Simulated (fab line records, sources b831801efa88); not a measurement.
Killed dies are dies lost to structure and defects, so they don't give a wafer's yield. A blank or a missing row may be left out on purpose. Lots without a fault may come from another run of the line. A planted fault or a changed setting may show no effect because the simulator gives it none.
fab line records | flow sky130
record lots=5 wafers=15 last_day=50
route steps=708 shown SD_N@358 SD_P@359 RES_XHIGH@360 SALICIDE@361 LI_CONTACT@362 LOCAL_INTERCONNECT@387
lots that met no fault: from a run of the same line without faults
start_h: hours from the record's first day to the start of the lot's first wafer shown | wait_h: hours since the lot's step before | " the same as in the row above | L1.1+2: a row that stands for several wafers | - no value, or no start given | * or withheld: withheld | < > ~ a bound
route shown NAME@n: a module of which the file shows steps, and the number in the route of the first | usual: mean/standard deviation of fault-free wafers | same: alike in all rows | chamber/n: place in a boat | sites: the reading at each site | _std_site: their standard deviation | _edge_site: outer sites' mean less inner sites' | radius_mm: how far each site lies from the wafer's centre | mask NAME#n: copy n | behind: the tool/chamber that last shaped the wafer | hold: why the lot was held/for how many hours/how that ended | device: the transistor (n, p or np) that didn't switch | end of line: the same wafers' tests at the end of the route | a step without rows: its recipe alone | killed: dies lost to structure and defects at the first sort, not the wafer's yield | map: a wafer's dies, x killed, . not, _ none there
set.NAME: the setting as run; set.NAME@STEP: as run at that earlier step | model.NAME: the simulator's own value behind a step, which no gauge read
lots at some steps of the route; a table a step, a row a wafer
services: from which hour (start_h, from the record's first day; less than 0 if before it) a tool's chamber was out of use, for how many hours, and why
## steps
# step SKY_SD_N_RS_MEAS_16
# recipe thk_meas_gauge=four-point-probe
# usual SD_N_RS=68.57/0.1
# columns lot.wafer tool chamber start_h wait_h SD_N_RS[ohm/sq]
L075.1 film_metro-03 - 649.47 0.1 68.40
L075.2 " - " " 68.60
L075.6 " - " " 68.53
L081.3 film_metro-02 - 709.33 0.1 68.57
L081.4 " - " " 68.55
L081.5 " - " " 68.51
L089.2 film_metro-03 - 770.02 0.1 68.65
L089.4 " - " " 68.59
L089.5 " - " " 68.56
L091.3 film_metro-04 - 786.43 0.1 68.54
L091.4 " - " " 68.54
L091.6 " - " " 68.66
L097.2 film_metro-02 - 835.56 0.1 68.70
L097.3 " - " " 68.65
L097.6 " - " " 68.58
# step SKY_SD_N_RS_MEAS_17
# recipe thk_meas_gauge=four-point-probe
# usual SD_P_RS=147.2/0.33
# columns lot.wafer tool chamber start_h wait_h SD_P_RS[ohm/sq]
L075.1 film_metro-03 - 649.59 0.1 147.2
L075.2 " - " " 147.4
L075.6 " - " " 147.0
L081.3 film_metro-02 - 709.45 0.1 147.2
L081.4 " - " " 146.7
L081.5 " - " " 147.1
L089.2 film_metro-03 - 770.14 0.1 147.4
L089.4 " - " " 147.1
L089.5 " - " " 146.8
L091.3 film_metro-04 - 786.55 0.1 147.4
L091.4 " - " " 147.2
L091.6 " - " " 147.3
L097.2 film_metro-02 - 835.68 0.1 146.8
L097.3 " - " " 147.1
L097.6 " - " " 146.9
# step SKY_SD_N_RS_MEAS_18
# recipe thk_meas_gauge=four-point-probe
# usual RES_XHIGH_RS=333.4/1.3
# columns lot.wafer tool chamber start_h wait_h RES_XHIGH_RS[ohm/sq]
L075.1 film_metro-03 - 649.71 0.1 332.5
L075.2 " - " " 333.7
L075.6 " - " " 332.6
L081.3 film_metro-02 - 709.57 0.1 333.2
L081.4 " - " " 334.4
L081.5 " - " " 334.6
L089.2 film_metro-03 - 770.26 0.1 332.5
L089.4 " - " " 332.6
L089.5 " - " " 333.4
L091.3 film_metro-04 - 786.67 0.1 332.2
L091.4 " - " " 333.7
L091.6 " - " " 333.8
L097.2 film_metro-02 - 835.80 0.1 333.8
L097.3 " - " " 333.7
L097.6 " - " " 333.3
# step SKY_SALICIDE_CLEAN_00
# recipe chemistry=HF-last time_s=30 dilution=100:1 dry=ipa_marangoni
# columns lot.wafer tool chamber start_h wait_h
L075.1+2+6 wet_bench-02 3 649.83 0.1
L081.3+4+5 wet_bench-02 0 709.65 0.1
L089.2+4+5 wet_bench-02 3 770.36 0.1
L091.3+4+6 wet_bench-02 3 786.75 0.1
L097.2+3+6 wet_bench-01 3 835.90 0.1
# step SKY_LI_CONTACT_HDPCVD_00
# recipe material=PSG target_thk_nm=930 sigma_open_frac=0.3 time_s=155 temp_c=600 sih4_flow_sccm=60 pressure_mtorr=6
# usual susceptor_temp_C=600.02/0.3
# columns lot.wafer tool chamber start_h wait_h susceptor_temp_C
L075.1 hdpcvd-01 1 649.85 0.0 599.89
L075.2 " 2 " " 599.76
L075.6 " 2 " " 599.49
L081.3 hdpcvd-01 0 709.67 0.0 599.95
L081.4 " 2 " " 599.97
L081.5 " 0 " " 599.83
L089.2 hdpcvd-02 0 770.37 0.0 599.38
L089.4 " 2 " " 600.39
L089.5 " 1 " " 599.82
L091.3 hdpcvd-02 1 786.77 0.0 600.41
L091.4 " 0 " " 600.33
L091.6 " 1 " " 599.96
L097.2 hdpcvd-02 1 835.92 0.0 600.06
L097.3 " 2 " " 599.75
L097.6 " 2 " " 599.77
# step SKY_LI_CONTACT_THK_MEAS_01
# recipe reads=PSG_of_LI_CONTACT_HDPCVD_00
# usual LI_CONTACT_HDPCVD_THK=932/9.2
# columns lot.wafer tool chamber start_h wait_h LI_CONTACT_HDPCVD_THK[nm]
L075.1 film_metro-04 - 649.95 0.1 934
L075.2 " - " " 938
L075.6 " - " " 932
L081.3 film_metro-03 - 709.79 0.1 930
L081.4 " - " " 941
L081.5 " - " " 934
L089.2 film_metro-03 - 770.49 0.1 946
L089.4 " - " " 931
L089.5 " - " " 940
L091.3 film_metro-04 - 786.89 0.1 947
L091.4 " - " " 952
L091.6 " - " " 944
L097.2 film_metro-03 - 836.03 0.1 931
L097.3 " - " " 918
L097.6 " - " " 930
# step SKY_LI_CONTACT_CMP_02
# recipe material=PSG down_force_psi=4 platen_rpm=60 pad_velocity_m_s=0.94248
# usual motor_current_A=11.8/0.97 retaining_ring_pressure_frac=1.000/0.0053 time_to_endpoint_s=33.6/2.3
# columns lot.wafer tool chamber start_h wait_h motor_current_A retaining_ring_pressure_frac time_to_endpoint_s
L075.2 cmp-02 1 650.01 0.0 12.6 0.999 37.4
L075.1 " 3 " " 12.6 1.001 36.4
L075.6 " 1 " " 11.8 0.999 38.1
L081.3 cmp-01 3 709.83 0.0 13.4 0.998 30.4
L081.4 " 2 " " 11.3 1.000 31.8
L081.5 " 3 " " 13.8 0.996 32.3
L089.4 cmp-02 0 770.54 0.0 10.8 1.001 30.9
L089.2 " 3 " " 12.2 1.000 33.7
L089.5 " 1 " " 12.9 1.004 34.3
L091.3 cmp-01 0 786.93 0.0 10.9 0.989 32.7
L091.4 " 2 " " 11.2 1.008 33.7
L091.6 " 1 " " 10.6 1.003 32.0
L097.3 cmp-01 1 836.18 0.1 11.1 1.006 31.5
L097.2 " 2 " " 10.9 1.002 33.2
L097.6 " 3 " " 14.1 1.007 33.5
# step SKY_LI_CONTACT_BOW_MEAS_03
# recipe mode=bow
# usual LI_CONTACT_BOW=56/7
# columns lot.wafer tool chamber start_h wait_h LI_CONTACT_BOW[um]
L075.1 film_metro-03 - 650.31 0.1 53
L075.2 " - " " 66
L075.6 " - " " 61
L081.3 film_metro-03 - 710.17 0.3 52
L081.4 " - " " 45
L081.5 " - " " 52
L089.2 film_metro-03 - 770.86 0.1 56
L089.4 " - " " 55
L089.5 " - " " 48
L091.3 film_metro-03 - 787.27 0.3 66
L091.4 " - " " 64
L091.6 " - " " 60
L097.2 film_metro-04 - 836.40 0.1 72
L097.3 " - " " 44
L097.6 " - " " 61
# step SKY_LI_CONTACT_DEHYDRATE_04
# recipe temp_c=200 time_s=60
# usual plate_temp_C=200.02/0.16
# columns lot.wafer tool chamber start_h wait_h plate_temp_C
L075.1 litho_track-03 0 664.28 13.9 200.06
L075.2 " 0 " " 200.10
L075.6 " 0 " " 200.16
L081.3 litho_track-01 0 723.40 13.2 199.94
L081.4 " 0 " " 200.08
L081.5 " 0 " " 200.11
L089.2 litho_track-01 0 783.38 12.5 199.96
L089.4 " 0 " " 200.05
L089.5 " 0 " " 199.95
L091.3 litho_track-01 0 799.50 12.2 199.83
L091.4 " 0 " " 199.87
L091.6 " 0 " " 199.80
L097.2 litho_track-01 0 848.53 12.1 200.26
L097.3 " 0 " " 200.14
L097.6 " 0 " " 200.10
# step SKY_LI_CONTACT_HMDS_05
# recipe prime_time_s=60 prime_temp_c=120
# columns lot.wafer tool chamber start_h wait_h
L075.1+2+6 litho_track-03 0 664.43 0.1
L081.3+4+5 litho_track-01 0 723.55 0.1
L089.2+4+5 litho_track-01 0 783.53 0.1
L091.3+4+6 litho_track-01 0 799.65 0.1
L097.2+3+6 litho_track-01 0 848.68 0.1
# step SKY_LI_CONTACT_COAT_06
# recipe resist=BARC temp_c=withheld time_s=withheld spin_rpm=3000 resist_thk_nm=60
# columns lot.wafer tool chamber start_h wait_h
L075.1+2+6 litho_track-03 0 664.58 0.1
L081.3+4+5 litho_track-01 0 723.70 0.1
L089.2+4+5 litho_track-01 0 783.68 0.1
L091.3+4+6 litho_track-01 0 799.80 0.1
L097.2+3+6 litho_track-01 0 848.83 0.1
# step SKY_LI_CONTACT_COAT_07
# recipe resist=KrF-thick spin_rpm=3000 resist_thk_nm=450
# columns lot.wafer tool chamber start_h wait_h
L075.1+2+6 litho_track-03 0 - -
L081.3+4+5 litho_track-01 0 - -
L089.2+4+5 litho_track-01 0 - -
L091.3+4+6 litho_track-01 0 - -
L097.2+3+6 litho_track-01 0 - -
# step SKY_LI_CONTACT_SOFTBAKE_08
# recipe temp_c=100 time_s=90 resist=KrF-thick
# usual plate_temp_C=99.99/0.13
# columns lot.wafer tool chamber start_h wait_h plate_temp_C
L075.1 litho_track-03 0 - - 99.76
L075.2 " 0 " " 99.79
L075.6 " 0 " " 99.77
L081.3 litho_track-01 0 - - 100.12
L081.4 " 0 " " 100.02
L081.5 " 0 " " 100.06
L089.2 litho_track-01 0 - - 99.97
L089.4 " 0 " " 99.90
L089.5 " 0 " " 99.84
L091.3 litho_track-01 0 - - 100.05
L091.4 " 0 " " 99.94
L091.6 " 0 " " 100.06
L097.2 litho_track-01 0 - - 99.87
L097.3 " 0 " " 100.01
L097.6 " 0 " " 100.03
# step SKY_LI_CONTACT_EXPOSE_09
# recipe mask_id=LICM1 na=0.8 source_shape=annular sigma_inner=0.55 sigma_outer=0.85 target_cd_nm=170 dose_mj=38
# same sigma_inner=0.55
# columns lot.wafer tool chamber start_h wait_h mask
L075.1+2+6 krf_scanner-01 0 - - LICM1#0
L081.3+4+5 krf_scanner-02 0 - - LICM1#0
L089.2+4+5 krf_scanner-01 0 - - LICM1#0
L091.3+4+6 krf_scanner-02 0 - - LICM1#0
L097.2+3+6 krf_scanner-02 0 - - LICM1#0
# step SKY_LI_CONTACT_PEB_10
# recipe peb_temp_c=withheld peb_time_s=withheld resist=KrF-thick
# columns lot.wafer tool chamber start_h wait_h
L075.1+2+6 litho_track-03 0 - -
L081.3+4+5 litho_track-03 0 - -
L089.2+4+5 litho_track-03 0 - -
L091.3+4+6 litho_track-01 0 - -
L097.2+3+6 litho_track-02 0 - -
# step SKY_LI_CONTACT_DEVELOP_11
# recipe develop_time_s=60 resist=KrF-thick dev_temp_c=21
# columns lot.wafer tool chamber start_h wait_h
L075.1+2+6 litho_track-03 0 - -
L081.3+4+5 litho_track-03 0 - -
L089.2+4+5 litho_track-03 0 - -
L091.3+4+6 litho_track-01 0 - -
L097.2+3+6 litho_track-02 0 - -
# step SKY_LI_CONTACT_CD_MEAS_12
# recipe target_cd_nm=170
# usual cd_nm=170.6/1.4
# columns lot.wafer tool chamber start_h wait_h cd_nm
L075.1 cd_sem-02 - 679.13 - 169.8
L075.2 " - " " 170.2
L075.6 " - " " 168.7
L081.3 cd_sem-01 - 737.57 - 172.3
L081.4 " - " " 173.3
L081.5 " - " " 170.9
L089.2 cd_sem-02 - 796.90 - 167.1
L089.4 " - " " 169.1
L089.5 " - " " 167.5
L091.3 cd_sem-01 - 813.84 - 170.7
L091.4 " - " " 170.2
L091.6 " - " " 169.7
L097.2 cd_sem-01 - 862.01 - 168.8
L097.3 " - " " 170.2
L097.6 " - " " 169.5
# step SKY_LI_CONTACT_OVL_MEAS_13
# usual LI_CONTACT_OVL=-2/4.9
# columns lot.wafer tool chamber start_h wait_h LI_CONTACT_OVL[nm]
L075.1 overlay-01 - 679.25 0.1 -3
L075.2 " - " " 0
L075.6 " - " " 2
L081.3 overlay-02 - 737.66 0.1 -14
L081.4 " - " " 5
L081.5 " - " " -6
L089.2 overlay-01 - 797.01 0.1 7
L089.4 " - " " 5
L089.5 " - " " 4
L091.3 overlay-01 - 813.93 0.1 -7
L091.4 " - " " -4
L091.6 " - " " -8
L097.2 overlay-02 - 862.11 0.1 -9
L097.3 " - " " 2
L097.6 " - " " -4
# step SKY_LI_CONTACT_ETCH_14
# recipe chemistry=N2/H2 target=BARC ion_energy_ev=200 source_w=500 bias_w=100 pressure_mtorr=30 n2_flow_sccm=100 h2_flow_sccm=200 stop_on=SiO2 time_s=45.9 target_depth_a=600
# usual drypump_motor_current_A=5.8/0.48 oes_product_au=0.855/0.0048 throttle_valve_pct=13.225/0.0087
# columns lot.wafer tool chamber start_h wait_h drypump_motor_current_A oes_product_au rf_hours_counter_h throttle_valve_pct
L075.1 rie_diel-01 0 679.29 0.0 4.9 0.851 17 13.227
L075.2 " 2 " " 4.8 0.860 17 13.240
L075.6 " 3 " " 5.8 0.851 - 13.233
L081.3 rie_diel-04 3 737.69 0.0 5.8 0.859 5 13.223
L081.4 " 1 " " 6.3 0.845 2 13.214
L081.5 " 1 " " 6.3 0.855 - 13.217
L089.2 rie_diel-04 3 797.04 0.0 5.8 0.856 6 13.228
L089.4 " 0 " " 6.5 0.851 11 13.210
L089.5 " 2 " " 5.6 0.860 - 13.219
L091.3 rie_diel-02 3 813.96 0.0 6.2 0.862 2 13.232
L091.4 " 2 " " 5.7 0.862 16 13.234
L091.6 " 2 " " 5.8 0.859 - 13.224
L097.2 rie_diel-02 1 862.14 0.0 5.2 0.857 11 13.230
L097.3 " 3 " " 6.1 0.864 4 13.223
L097.6 " 2 " " 5.8 0.852 - 13.236
# step SKY_LI_CONTACT_ETCH_15
# recipe target=PSG chemistry=C4F8/O2/Ar stop_on=Si taper_deg=4.15 mask_material=KrF-thick source_w=1500 bias_w=1200 pressure_mtorr=40 c4f8_flow_sccm=withheld O2_flow_sccm=6 Ar_flow_sccm=300 time_s=withheld target_depth_a=6000
# usual oes_product_au=0.837/0.0046
# columns lot.wafer tool chamber start_h wait_h oes_product_au
L075.1 rie_diel-01 0 679.33 0.0 0.842
L075.2 " 2 " " 0.832
L075.6 " 3 " " 0.840
L081.3 rie_diel-04 3 737.73 0.0 0.830
L081.4 " 1 " " 0.833
L081.5 " 1 " " 0.839
L089.2 rie_diel-04 3 797.08 0.0 0.837
L089.4 " 0 " " 0.839
L089.5 " 2 " " 0.831
L091.3 rie_diel-02 3 814.00 0.0 0.828
L091.4 " 2 " " 0.836
L091.6 " 2 " " 0.837
L097.2 rie_diel-02 1 862.19 0.0 0.833
L097.3 " 3 " " 0.840
L097.6 " 2 " " 0.843
# step SKY_LI_CONTACT_STRIP_16
# recipe chemistry=O2/N2 power_w=1400 pressure_mtorr=1500 platen_temp_c=withheld o2_flow_sccm=3000 n2_flow_sccm=300 overash_fraction=0.5
# usual drypump_motor_current_A=5.6/0.36 o2_flow_sccm=3000/7.5 oes_product_au=0.377/0.0043 strip_time_to_endpoint_s=3.507/0.024
# columns lot.wafer tool chamber start_h wait_h drypump_motor_current_A o2_flow_sccm oes_product_au rf_hours_counter_h strip_time_to_endpoint_s
L075.1 plasma_asher-01 0 679.42 - 5.2 3009 0.374 53 3.555
L075.2 " 1 " " 5.4 2998 0.383 53 3.512
L075.6 " 0 " " 5.2 2998 0.372 - 3.540
L081.3 plasma_asher-02 1 737.85 - 6.0 3009 0.385 - 3.536
L081.4 " 0 " " 5.9 3012 0.379 - 3.550
L081.5 " 0 " " 6.0 3001 0.375 - 3.527
L089.2 plasma_asher-02 0 797.17 - 6.0 2996 0.386 36 3.512
L089.4 " 0 " " 6.0 2998 0.382 - 3.506
L089.5 " 0 " " 6.0 3004 0.377 - 3.518
L091.3 plasma_asher-02 1 814.12 - 6.0 2989 0.376 - 3.494
L091.4 " 0 " " 5.9 2995 0.379 - 3.487
L091.6 " 0 " " 5.9 2993 0.369 - 3.490
L097.2 plasma_asher-01 0 862.27 - 5.3 2996 0.371 71 3.472
L097.3 " 0 " " 5.2 3010 0.373 - 3.481
L097.6 " 0 " " 5.2 3003 0.372 - 3.482
# step SKY_LI_CONTACT_CLEAN_17
# recipe chemistry=NMP time_s=600 temp_c=60 dry=n2_spin
# columns lot.wafer tool chamber start_h wait_h
L075.1+2+6 wet_bench-02 0 679.52 0.1
L081.3+4+5 wet_bench-01 1 737.92 0.0
L089.2+4+5 wet_bench-02 1 797.27 0.1
L091.3+4+6 wet_bench-01 0 814.19 0.0
L097.2+3+6 wet_bench-03 1 862.37 0.1
# step SKY_LI_CONTACT_PRE_CLEAN_18
# recipe gas=Ar time_s=5.6 bias_v=358
# columns lot.wafer tool chamber start_h wait_h
L075.1+2+6 pvd_sputter-01 - 679.69 0.0
L081.3+4+5 pvd_sputter-04 - 738.11 0.0
L089.2+4+5 pvd_sputter-04 - 797.44 0.0
L091.3+4+6 pvd_sputter-04 - 814.36 0.0
L097.2+3+6 pvd_sputter-01 - 862.56 0.0
# step SKY_LI_CONTACT_SPUTTER_19
# recipe material=Ti target_thk_nm=20 chamber_pressure_pa=5 power_w=2500 substrate_temp_c=200 time_s=106.37
# usual cathode_dc_power_W=2500.0/0.41 throttle_valve_pct=29.8/1.4
# columns lot.wafer tool chamber start_h wait_h cathode_dc_power_W throttle_valve_pct
L075.1 pvd_sputter-01 - 679.71 0.0 2499.9 29.8
L075.2 " - " " 2499.4 30.4
L075.6 " - " " 2500.0 31.2
L081.3 pvd_sputter-04 - 738.13 0.0 2500.4 28.2
L081.4 " - " " 2499.8 30.6
L081.5 " - " " 2500.7 28.7
L089.2 pvd_sputter-04 - 797.46 0.0 2499.6 30.7
L089.4 " - " " 2499.5 31.3
L089.5 " - " " 2500.6 31.2
L091.3 pvd_sputter-04 - 814.38 0.0 2499.4 30.9
L091.4 " - " " 2499.4 31.0
L091.6 " - " " 2499.9 30.7
L097.2 pvd_sputter-01 - 862.58 0.0 2500.0 27.7
L097.3 " - " " 2500.0 30.0
L097.6 " - " " 2500.1 27.6
# step SKY_LI_CONTACT_SPUTTER_20
# recipe material=TiN target_thk_nm=20 chamber_pressure_pa=5 power_w=4000 time_s=80
# usual cathode_dc_power_W=4000.0/0.68 throttle_valve_pct=29.8/1.4
# columns lot.wafer tool chamber start_h wait_h cathode_dc_power_W throttle_valve_pct
L075.1 pvd_sputter-01 - 679.79 0.0 4000.3 29.8
L075.2 " - " " 3999.6 30.7
L075.6 " - " " 4000.5 31.3
L081.3 pvd_sputter-04 - 738.20 0.0 4001.4 28.7
L081.4 " - " " 4001.5 30.9
L081.5 " - " " 3999.8 28.5
L089.2 pvd_sputter-04 - 797.54 0.0 4001.6 30.8
L089.4 " - " " 3999.4 31.5
L089.5 " - " " 3999.8 31.4
L091.3 pvd_sputter-04 - 814.46 0.0 4000.6 30.8
L091.4 " - " " 4000.3 30.9
L091.6 " - " " 4000.8 30.8
L097.2 pvd_sputter-01 - 862.66 0.0 3999.8 27.5
L097.3 " - " " 3999.9 29.8
L097.6 " - " " 3999.6 27.5
# step SKY_LI_CONTACT_CVD_21
# recipe material=W target_thk_nm=400 time_s=120.56 temp_c=400 pressure_torr=40
# usual heater_power_w=830/71 susceptor_temp_C=400.01/0.21
# columns lot.wafer tool chamber start_h wait_h heater_power_w susceptor_temp_C
L075.1 cvd_w-02 0 679.85 0.0 777 400.25
L075.2 " 1 " " 790 400.09
L075.6 " 0 " " 789 399.88
L081.3 cvd_w-02 0 738.31 0.1 801 400.17
L081.4 " 1 " " 776 400.36
L081.5 " 0 " " 790 400.24
L089.2 cvd_w-01 1 797.60 0.0 946 399.93
L089.4 " 0 " " 805 400.41
L089.5 " 1 " " 945 399.84
L091.3 cvd_w-01 0 814.56 0.1 797 400.18
L091.4 " 1 " " 936 399.67
L091.6 " 0 " " 805 400.28
L097.2 cvd_w-01 1 862.72 0.0 955 400.13
L097.3 " 0 " " 798 399.77
L097.6 " 0 " " 803 400.37
# step SKY_LI_CONTACT_RS_MEAS_22
# recipe thk_meas_gauge=four-point-probe reads=W_of_LI_CONTACT_CVD_21+TiN_of_LI_CONTACT_SPUTTER_20+Ti_of_LI_CONTACT_SPUTTER_19
# usual LI_CONTACT_W_RS=0.282/0.0054
# columns lot.wafer tool chamber start_h wait_h LI_CONTACT_W_RS[ohm/sq]
L075.1 film_metro-02 - 679.97 0.1 0.288
L075.2 " - " " 0.287
L075.6 " - " " 0.289
L081.3 film_metro-04 - 738.43 0.1 0.287
L081.4 " - " " 0.283
L081.5 " - " " 0.288
L089.2 film_metro-04 - 797.74 0.1 0.282
L089.4 " - " " 0.273
L089.5 " - " " 0.283
L091.3 film_metro-03 - 814.68 0.1 0.274
L091.4 " - " " 0.282
L091.6 " - " " 0.274
L097.2 film_metro-04 - 862.87 0.1 0.280
L097.3 " - " " 0.271
L097.6 " - " " 0.273
# step SKY_LI_CONTACT_THK_MEAS_23
# recipe thk_meas_gauge=xrf reads=W_of_LI_CONTACT_CVD_21
# usual LI_CONTACT_W_THK=412/8.5
# columns lot.wafer tool chamber start_h wait_h LI_CONTACT_W_THK[nm]
L075.1 film_metro-02 - 680.09 0.1 409
L075.2 " - " " 411
L075.6 " - " " 409
L081.3 film_metro-04 - 738.53 0.1 404
L081.4 " - " " 407
L081.5 " - " " 398
L089.2 film_metro-04 - 797.85 0.1 409
L089.4 " - " " 424
L089.5 " - " " 407
L091.3 film_metro-03 - 814.78 0.1 424
L091.4 " - " " 416
L091.6 " - " " 426
L097.2 film_metro-04 - 862.98 0.1 414
L097.3 " - " " 426
L097.6 " - " " 422
# step SKY_LI_CONTACT_CMP_24
# recipe stop_on=PSG t_overpolish_s=20 down_force_psi=3.5 platen_rpm=60 target_thk_nm=0 pad_velocity_m_s=0.94248
# usual motor_current_A=10.8/1.1 overpolish_run_s=20.000/0.0089 retaining_ring_pressure_frac=1.000/0.0051 time_to_endpoint_s=97/3.6
# columns lot.wafer tool chamber start_h wait_h motor_current_A overpolish_run_s retaining_ring_pressure_frac time_to_endpoint_s
L075.1 cmp-02 3 680.15 0.1 11.5 20.009 1.000 100
L075.2 " 0 " " 9.3 19.994 1.012 98
L075.6 " 0 " " 9.4 19.994 1.002 97
L081.3 cmp-02 3 738.62 0.1 10.6 19.992 0.996 94
L081.4 " 0 " " 9.8 19.999 0.994 96
L081.5 " 2 " " 10.4 20.000 1.004 94
L089.2 cmp-01 2 797.95 0.1 10.0 20.002 1.014 89
L089.4 " 3 " " 13.5 20.002 0.995 102
L089.5 " 2 " " 10.0 19.982 0.995 95
L091.3 cmp-01 1 814.87 0.1 9.7 19.993 1.007 98
L091.4 " 3 " " 12.7 20.003 1.003 98
L091.6 " 1 " " 9.9 20.009 1.008 103
L097.2 cmp-02 2 863.08 0.1 10.9 20.002 1.008 101
L097.3 " 0 " " 10.0 20.002 0.998 106
L097.6 " 2 " " 10.7 20.003 1.007 105
# step SKY_LOCAL_INTERCONNECT_SPUTTER_00
# recipe material=TiN target_thk_nm=100 temp_c=300 power_w=6500 time_s=83.3 chamber_pressure_pa=0.4
# usual cathode_dc_power_W=6500.0/1.1 susceptor_temp_C=299.97/0.21 throttle_valve_pct=29.8/1.1
# columns lot.wafer tool chamber start_h wait_h cathode_dc_power_W susceptor_temp_C throttle_valve_pct
L075.1 pvd_sputter-02 - 680.45 0.2 6499.2 300.25 27.5
L075.2 " - " " 6499.8 299.60 31.7
L075.6 " - " " 6500.4 300.14 28.0
L081.3 pvd_sputter-02 - 738.87 0.2 6500.3 300.49 31.7
L081.4 " - " " 6499.2 299.92 27.8
L081.5 " - " " 6499.2 300.02 28.2
L089.2 pvd_sputter-03 - 798.20 0.2 6500.4 299.87 29.4
L089.4 " - " " 6499.4 300.22 30.1
L089.5 " - " " 6500.6 299.77 29.9
L091.3 pvd_sputter-02 - 815.12 0.2 6498.7 299.78 29.4
L091.4 " - " " 6500.3 300.02 31.6
L091.6 " - " " 6497.3 299.75 27.9
L097.2 pvd_sputter-02 - 863.33 0.2 6499.2 299.92 28.1
L097.3 " - " " 6499.2 300.04 29.6
L097.6 " - " " 6500.0 299.99 31.6
# step SKY_LOCAL_INTERCONNECT_RS_MEAS_01
# recipe thk_meas_gauge=four-point-probe reads=TiN_of_LOCAL_INTERCONNECT_SPUTTER_00
# usual LOCAL_INTERCONNECT_TIN_RS=14.15/0.13
# columns lot.wafer tool chamber start_h wait_h LOCAL_INTERCONNECT_TIN_RS[ohm/sq]
L075.1 film_metro-03 - 680.52 0.0 14.26
L075.2 " - " " 14.12
L075.6 " - " " 14.21
L081.3 film_metro-01 - 738.97 0.1 13.92
L081.4 " - " " 14.01
L081.5 " - " " 14.03
L089.2 film_metro-01 - 798.29 0.1 14.11
L089.4 " - " " 14.09
L089.5 " - " " 14.13
L091.3 film_metro-04 - 815.23 0.1 14.07
L091.4 " - " " 14.16
L091.6 " - " " 14.01
L097.2 film_metro-03 - 863.41 0.1 14.20
L097.3 " - " " 14.17
L097.6 " - " " 14.12
# step SKY_LOCAL_INTERCONNECT_THK_MEAS_02
# recipe thk_meas_gauge=xrf reads=TiN_of_LOCAL_INTERCONNECT_SPUTTER_00
# usual LOCAL_INTERCONNECT_TIN_THK=101.3/1.1
# columns lot.wafer tool chamber start_h wait_h LOCAL_INTERCONNECT_TIN_THK[nm]
L075.1 film_metro-03 - 680.64 0.1 101.2
L075.2 " - " " 102.0
L075.6 " - " " 101.6
L081.3 film_metro-01 - 739.07 0.1 103.7
L081.4 " - " " 102.8
L081.5 " - " " 102.8
L089.2 film_metro-01 - 798.40 0.1 101.7
L089.4 " - " " 102.0
L089.5 " - " " 101.4
L091.3 film_metro-04 - 815.33 0.1 101.7
L091.4 " - " " 101.8
L091.6 " - " " 102.2
L097.2 film_metro-03 - 863.52 0.1 101.0
L097.3 " - " " 101.1
L097.6 " - " " 101.5
# step SKY_LOCAL_INTERCONNECT_DEHYDRATE_03
# recipe temp_c=200 time_s=60
# usual plate_temp_C=199.98/0.17
# columns lot.wafer tool chamber start_h wait_h plate_temp_C
L075.1 litho_track-01 0 694.40 13.8 199.73
L075.2 " 0 " " 199.93
L075.6 " 0 " " 200.00
L081.3 litho_track-01 0 752.35 13.3 200.07
L081.4 " 0 " " 200.07
L081.5 " 0 " " 199.91
L089.2 litho_track-04 0 810.81 12.4 200.26
L089.4 " 0 " " 200.23
L089.5 " 0 " " 200.24
L091.3 litho_track-01 0 827.45 12.1 200.01
L091.4 " 0 " " 199.77
L091.6 " 0 " " 199.78
L097.2 litho_track-01 0 875.68 12.1 199.86
L097.3 " 0 " " 200.30
L097.6 " 0 " " 199.98
# step SKY_LOCAL_INTERCONNECT_HMDS_04
# recipe prime_time_s=60 prime_temp_c=120
# columns lot.wafer tool chamber start_h wait_h
L075.1+2+6 litho_track-01 0 694.55 0.1
L081.3+4+5 litho_track-01 0 752.50 0.1
L089.2+4+5 litho_track-04 0 810.96 0.1
L091.3+4+6 litho_track-01 0 827.60 0.1
L097.2+3+6 litho_track-01 0 875.83 0.1
# step SKY_LOCAL_INTERCONNECT_COAT_05
# recipe resist=BARC temp_c=withheld time_s=withheld spin_rpm=3000 resist_thk_nm=60
# columns lot.wafer tool chamber start_h wait_h
L075.1+2+6 litho_track-01 0 694.70 0.1
L081.3+4+5 litho_track-01 0 752.65 0.1
L089.2+4+5 litho_track-04 0 811.11 0.1
L091.3+4+6 litho_track-01 0 827.75 0.1
L097.2+3+6 litho_track-01 0 875.98 0.1
# step SKY_LOCAL_INTERCONNECT_COAT_06
# recipe resist=KrF-thick spin_rpm=3000 resist_thk_nm=450
# columns lot.wafer tool chamber start_h wait_h
L075.1+2+6 litho_track-01 0 - -
L081.3+4+5 litho_track-01 0 - -
L089.2+4+5 litho_track-04 0 - -
L091.3+4+6 litho_track-01 0 - -
L097.2+3+6 litho_track-01 0 - -
# step SKY_LOCAL_INTERCONNECT_SOFTBAKE_07
# recipe temp_c=100 time_s=90 resist=KrF-thick
# usual plate_temp_C=100.01/0.11
# columns lot.wafer tool chamber start_h wait_h plate_temp_C
L075.1 litho_track-01 0 - - 99.80
L075.2 " 0 " " 100.04
L075.6 " 0 " " 99.86
L081.3 litho_track-01 0 - - 100.18
L081.4 " 0 " " 99.96
L081.5 " 0 " " 99.99
L089.2 litho_track-04 0 - - 100.02
L089.4 " 0 " " 100.04
L089.5 " 0 " " 99.83
L091.3 litho_track-01 0 - - 100.07
L091.4 " 0 " " 99.81
L091.6 " 0 " " 99.79
L097.2 litho_track-01 0 - - 99.95
L097.3 " 0 " " 100.11
L097.6 " 0 " " 99.83
## services
# columns tool chamber start_h hours kind
cmp-02 - 639.32 0.7 repair
cmp-01 - 646.24 5.2 pm
rie_diel-04 1 648.13 15.9 repair
rie_diel-02 0 651.58 18.4 repair
wet_bench-02 - 657.03 2.7 repair
pvd_sputter-04 - 670.29 1.3 repair
cmp-02 - 687.92 4.6 pm
cmp-01 - 690.04 0.7 repair
cmp-02 - 742.97 2.0 repair
cmp-01 - 745.95 0.4 repair
cmp-01 - 747.32 4.0 pm
rie_diel-02 1 758.26 6.6 repair
rie_diel-04 0 765.33 3.4 repair
rie_diel-04 - 777.10 0.4 repair
cmp-02 - 778.22 2.4 repair
cmp-01 - 793.64 0.8 repair
pvd_sputter-04 - 810.55 0.9 repair
cmp-02 - 812.36 0.7 repair
cmp-02 - 813.61 0.7 repair
cmp-02 - 818.84 4.5 repair
cmp-02 - 829.30 10.2 pm
cmp-02 - 840.83 2.5 repair
cmp-01 - 855.69 1.4 repair
cmp-02 - 863.40 0.8 repair
## key
fault none
